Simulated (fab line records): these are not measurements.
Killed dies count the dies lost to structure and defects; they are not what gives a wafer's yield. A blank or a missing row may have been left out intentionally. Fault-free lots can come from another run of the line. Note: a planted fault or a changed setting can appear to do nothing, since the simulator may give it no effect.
8D (eight disciplines) problem report, filled in by code    flow gf180mcu    the parts of the form that need people (team, actions taken, sign-off) are left out

1. PROBLEM STATEMENT
Wafers free of any fault read 199.7 nm (standard deviation 2.2) for POLY_GATE_CVD_00_THK at GF_POLY_GATE_THK_MEAS_01, against a mean of 262.8 nm on 9 wafers of 3 lots. Relative to the usual mean, that is a shift of +29 standard deviations.
First observed at day 12 11:05: wafer L327.2, on film-metro-04. At this step, 39 wafers from 13 lots have a number in the record. Rule for "out" (also "out of limits"): further than 4 standard deviations from the usual mean. The rest of the wafers with a number are treated as sound.

2. WHAT IT IS AND WHAT IT IS NOT
question                     is                                           is not
which readings at this step  POLY_GATE_CVD_00_THK                         -
which lots                   L327, L328, L329                             L313, L316, L318, L320, L321, L322, L324, L326, L330, L334
which wafers of those lots   all that have a number                       -
read on which gauges         film-metro-01, film-metro-02, film-metro-04  -
when                         from day 12 11:05                            up to then (24 sound wafers); but 6 sound wafers of L330, L334 came after

3. SUSPECTS, AND WHAT RULES EACH OUT
Counting: a tool at any process step up to the reading remains a suspect when it ran all the lots that are out and ran no sound lot after the first of those.
- the gauge at GF_POLY_GATE_THK_MEAS_01 has been ruled out. The wafers that are out were read on 3 gauges (film-metro-01, film-metro-02, film-metro-04).
- lpcvd-01 at GF_POLY_GATE_CVD_00 (deposits poly-Si, target thk 200 nm, time 1200 s): kept. It ran every lot that is out, first L327 (day 12 09:04), and no sound lot after that; its last sound lot up to then is L326 (day 12 04:04).
Remaining after the count: lpcvd-01 at GF_POLY_GATE_CVD_00.

4. THE CAUSE (what the simulator had put in)
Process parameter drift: lpcvd-01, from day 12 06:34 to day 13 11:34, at GF_POLY_GATE_CVD_00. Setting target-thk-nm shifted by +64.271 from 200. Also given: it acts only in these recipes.
This tool alone remained once counting was done.

5. THE EFFECT CHAIN, in route order
One row per reading whose mean, taken over the struck wafers that have a number, lies over 3 standard deviations from the usual. Scope: only readings with a usual standard deviation given in the record; hours: median across lots of the time from each lot's start at the first step in this table that gives one to its start at this step; sigmas: change in usual standard deviations.
hours  step                      reading               usual     on struck wafers  change  sigmas
0      GF_POLY_GATE_THK_MEAS_01  POLY_GATE_CVD_00_THK  199.7 nm  262.8             +63.1   +29
Later measuring or inspecting steps at which every struck wafer that the step has a row for has a number for every such reading, and none has moved that far: GF_HV_LDD_OVL_MEAS_08.

6. HOW IT WOULD HAVE BEEN CAUGHT EARLIER
5 hours passed between the start of the fault at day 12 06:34 and the first reading out of limits at a measuring or inspecting step in this record, taken at day 12 11:05.
L328, L329, from the lots that are out (3), started GF_POLY_GATE_CVD_00 on lpcvd-01 later than day 12 11:05. A hold on the tool at that time would have spared those 2.
